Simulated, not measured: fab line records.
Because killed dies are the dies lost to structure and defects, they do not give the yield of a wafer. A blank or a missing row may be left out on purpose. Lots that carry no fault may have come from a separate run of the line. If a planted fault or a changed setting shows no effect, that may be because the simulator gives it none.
Problem report, 8D (eight disciplines) form, completed by code | flow gf180mcu | the parts of the form that need people (team, actions taken, sign-off) are left out

== 1. PROBLEM STATEMENT ==
Mean STI_CVD_03_THK at GF_STI_THK_MEAS_04: 240.0 nm over 6 wafers in 2 lots; fault-free wafers: 207.6 nm, standard deviation 2.1. Relative to the usual mean, that is a shift of +15 standard deviations.
Seen first at day 4 01:34 on film-metro-02, wafer L884.1. The record holds 36 wafers of 12 lots with a number at this step. Rule for "out" (also "out of limits"): further than 4 standard deviations from the usual mean. The rest of the wafers with a number are treated as sound.

== 2. WHAT IT IS AND WHAT IT IS NOT ==
question                    | is                     | is not
which readings at this step | STI_CVD_03_THK         | -
which lots                  | L884, L886             | L872, L874, L876, L877, L879, L880, L882, L888, L891, L894
which wafers of those lots  | all that have a number | -
read on which gauges        | film-metro-02          | film-metro-01, film-metro-03
when                        | from day 4 01:34       | up to then (21 sound wafers); but 9 sound wafers of L888, L891, L894 came after

== 3. WHAT RULES OUT EACH SUSPECT ==
Counting: a tool at any process step up to the reading remains a suspect when it ran all the lots that are out and ran no sound lot after the first of those.
- the gauge at GF_STI_THK_MEAS_04: ruled out. All the wafers that are out were read on film-metro-02, but those of them that GF_STI_ETCH_13 has rows for are out there too, on other tools.
- lpcvd-01 at GF_STI_CVD_03 (deposits Si3N4 from DCS/NH3, target thk 207.16 nm, time 3551 s): kept. All lots that are out passed through it, beginning with L884 at day 3 23:34, and no sound lot followed; its final sound lot before that point was L882 at day 3 13:34.
After counting, what remains is lpcvd-01 at GF_STI_CVD_03.

== 4. THE CAUSE (what the simulator had put in) ==
lpcvd-01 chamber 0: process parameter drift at GF_STI_CVD_03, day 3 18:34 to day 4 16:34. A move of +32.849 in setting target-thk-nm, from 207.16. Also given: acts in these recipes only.
This tool alone remained once counting was done.

== 5. THE CHAIN OF EFFECTS, in route order ==
Rows list readings where the struck wafers' mean (over those with a number) sits beyond 3 standard deviations from the usual. Scope: only readings with a usual standard deviation given in the record; hours: median across lots of the time from each lot's start at the first step in this table that gives one to its start at this step; sigmas: change in usual standard deviations.
hours | step               | reading        | usual      | on struck wafers | change | sigmas
0     | GF_STI_THK_MEAS_04 | STI_CVD_03_THK | 207.6 nm   | 240.0            | +32.4  | +15
14    | GF_STI_ETCH_13     | oes-product-au | 0.833 a.u. | 0.906            | +0.073 | +12
The process steps in it:
- GF_STI_ETCH_13: etches the open film in CHF3/O2, stops on Si, target depth 282.31 nm, time 112.9 s.
At these later measuring or inspecting steps, every struck wafer for which the step has a row has a number for every such reading, and none has moved that far: GF_STI_CD_MEAS_12, GF_M1_THK_MEAS_06.

== 6. HOW IT WOULD HAVE BEEN CAUGHT EARLIER ==
In this record the first reading out of limits at a measuring or inspecting step was taken at day 4 01:34, 7 hours after the fault began at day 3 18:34.
Of the tool readings at GF_STI_CVD_03 for which the record gives a usual standard deviation, none was out on any struck wafer, so an alarm limit of 4 standard deviations on them would not have fired.
Lots out: 2; of these, L886 started GF_STI_CVD_03 on lpcvd-01 after day 4 01:34. Had the tool been put on hold then, it would have been spared.
